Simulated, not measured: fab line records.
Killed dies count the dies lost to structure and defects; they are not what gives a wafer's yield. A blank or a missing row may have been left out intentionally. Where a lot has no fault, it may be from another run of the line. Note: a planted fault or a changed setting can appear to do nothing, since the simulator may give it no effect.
Matching of chambers	flow sky130	SKY_VIA1_CMP_24 on cmp-02: 4 sister chambers
The step polishes, stops on SiO2, t overpolish 15 s, target thk 0 nm. 16 wafers are shown with their chamber, then 8 later ones without.

== WAFERS, EACH WITH ITS CHAMBER ==
wafer	chamber	motorCurrentA (A)	timeToEndpointS (s)	overpolishRunS (s)
L153.2	1	10.8	63	14.980
L153.3	0	12.7	55	14.999
L153.6	3	9.4	68	14.993
L167.2	1	10.5	67	15.006
L167.3	2	9.6	67	14.993
L167.5	3	9.2	70	15.012
L168.1	0	11.9	59	14.993
L168.2	3	9.0	64	15.012
L168.5	3	9.1	69	14.995
L169.1	1	10.6	67	15.003
L169.2	3	9.0	70	15.003
L169.5	2	10.1	69	15.007
L170.1	0	12.0	62	15.002
L170.4	2	9.5	67	14.997
L170.6	2	9.6	65	15.006
L171.1	3	8.7	70	14.992

SIGNATURES, as means of the wafers listed above
reading	chamber 0	chamber 1	chamber 2	chamber 3	scatter within a chamber
motorCurrentA	12.200	10.633	9.700	9.067	0.277
timeToEndpointS	58.67	65.67	67.00	68.50	2.43
overpolishRunS	14.99800	14.99633	15.00075	15.00117	0.00919
Rule: for a wafer and a chamber, the distance is found by dividing, reading by reading, the gap between the wafer's reading and the chamber's mean by the reading's scatter, squaring, summing and taking the root. The wafer belongs to the nearest chamber; if the next one is less than 2 further off, it can't be placed. The scatter: take each reading less its chamber's mean, square it, sum over the shown wafers, divide by the number of wafers less the number of chambers, and take the root.

== WAFERS WHOSE CHAMBER IS MISSING ==
wafer	motorCurrentA (A)	timeToEndpointS (s)	overpolishRunS (s)
L171.2	12.1	59	15.007
L171.3	10.3	63	15.005
L172.1	9.9	65	14.998
L172.2	10.8	66	15.009
L172.6	10.9	59	14.989
L175.3	10.1	65	14.982
L175.4	12.8	56	15.002
L175.5	10.0	65	15.007

== WHICH CHAMBER EACH ONE RAN IN ==
wafer	from the rows above	in truth
L171.2	0	0
L171.3	can't be placed: 1 or 2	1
L172.1	can't be placed: 2 or 1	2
L172.2	1	1
L172.6	can't be placed: 1 or 0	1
L175.3	can't be placed: 1 or 2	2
L175.4	0	0
L175.5	can't be placed: 2 or 1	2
Correct placement for 3 of the 8. Not placeable from these rows: 5 (in 5, the candidates include the true chamber). 0 placed wrongly.
